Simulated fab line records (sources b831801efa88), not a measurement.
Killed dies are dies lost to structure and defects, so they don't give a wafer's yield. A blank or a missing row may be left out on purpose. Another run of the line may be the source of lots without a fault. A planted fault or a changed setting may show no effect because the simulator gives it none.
Struck lot and sound lot, side by side    flow sfq line    13 out of 325 route steps
Sound: wafers L307.1, L307.4, L307.5. Wafers L322.3, L322.4, L322.6 were the ones struck. Last of all comes the cause.
Per side, at each step with rows, come the tool, then ch with its chambers, and then its first start. Under that, the readings that differ: sound wafers    struck wafers    difference of the means    sigmas: that difference in standard deviations of wafers without a fault.
alike: words and numbers the same on both sides, and readings whose means are apart by under 2 such deviations; not compared: readings that were withheld, readings missing a value for some wafer, numbers with overlapping values and no deviation given by the record, and bounds like >300 which may hide the same value.
Wherever a step has rows on one side only, a row that says differs or no value, or a row with sigmas, the two part there. Non-overlapping numbers with no deviation appear without sigmas and do not part them. Lack of a reading on every wafer of one side parts them only where that side has two or more wafers.

first, 2 steps without rows for these wafers: SFQ_TRILAYER_I4_VIA_STRIP_SOLV_CLEAN_108 (cleans in NMP, time 600 s); SFQ_TRILAYER_JJ_TRILAYER_DEP_PRE_CLEAN_113 (time 22.5 s).
SFQ_TRILAYER_JJ_TRILAYER_DEP_SPUTTER_109: material Nb, target thk 150 nm, time 100 s.
  sound on pvd sputter-05, day 49 15:29; struck on pvd sputter-03, day 59 15:35
  alike: throttle valve pct
SFQ_TRILAYER_JJ_TRILAYER_DEP_SPUTTER_110: material Al, target thk 8 nm, time 10 s.
  sound on pvd sputter-05, day 49 15:34; struck on pvd sputter-03, day 59 15:39
  alike: throttle valve pct
then, 1 step without rows for these wafers: SFQ_TRILAYER_JJ_TRILAYER_DEP_AL_OXIDATION_111 (oxidation time 600 s).
SFQ_TRILAYER_JJ_TRILAYER_DEP_SPUTTER_112: material Nb, target thk 170 nm, time 113.3 s.
  sound on pvd sputter-05, day 49 16:35; struck on pvd sputter-03, day 59 16:41
  alike: throttle valve pct
SFQ_JJ_RS_MEAS_929: uses a four-point probe to measure.
  sound on film metro-03, day 49 16:40; struck on film metro-03, day 59 16:48
  alike: JJ_NB_RS
then, 4 steps without rows for these wafers: SFQ_TRILAYER_JJ_CE_LITHO_COAT_119 (resist thk 62 nm); SFQ_TRILAYER_JJ_CE_LITHO_COAT_114 (resist thk 600 nm); SFQ_TRILAYER_JJ_CE_LITHO_SOFTBAKE_118; SFQ_TRILAYER_JJ_CE_LITHO_EXPOSE_115 (exposes mask J5, target cd 700 nm).
-- the record jumps here: 4 days lie between the struck wafers' starts before and after --
SFQ_TRILAYER_JJ_CE_LITHO_PEB_117: peb time 60 s.
  struck on litho track-02, day 64 02:19; sound on litho track-02 ch 0, day 55 02:35
  no value came back on the struck wafers for chill plate temp C (C), exhaust pa (Pa); on the sound wafers chill plate temp C (C) reads 23.14 23.10 23.15
then, 1 step without rows for these wafers: SFQ_TRILAYER_JJ_CE_LITHO_DEVELOP_116 (time 60 s).

## WHERE THEY PART
At SFQ_TRILAYER_JJ_CE_LITHO_PEB_117 and nowhere else, as far as this record goes.

WHY: the cause the simulator had injected
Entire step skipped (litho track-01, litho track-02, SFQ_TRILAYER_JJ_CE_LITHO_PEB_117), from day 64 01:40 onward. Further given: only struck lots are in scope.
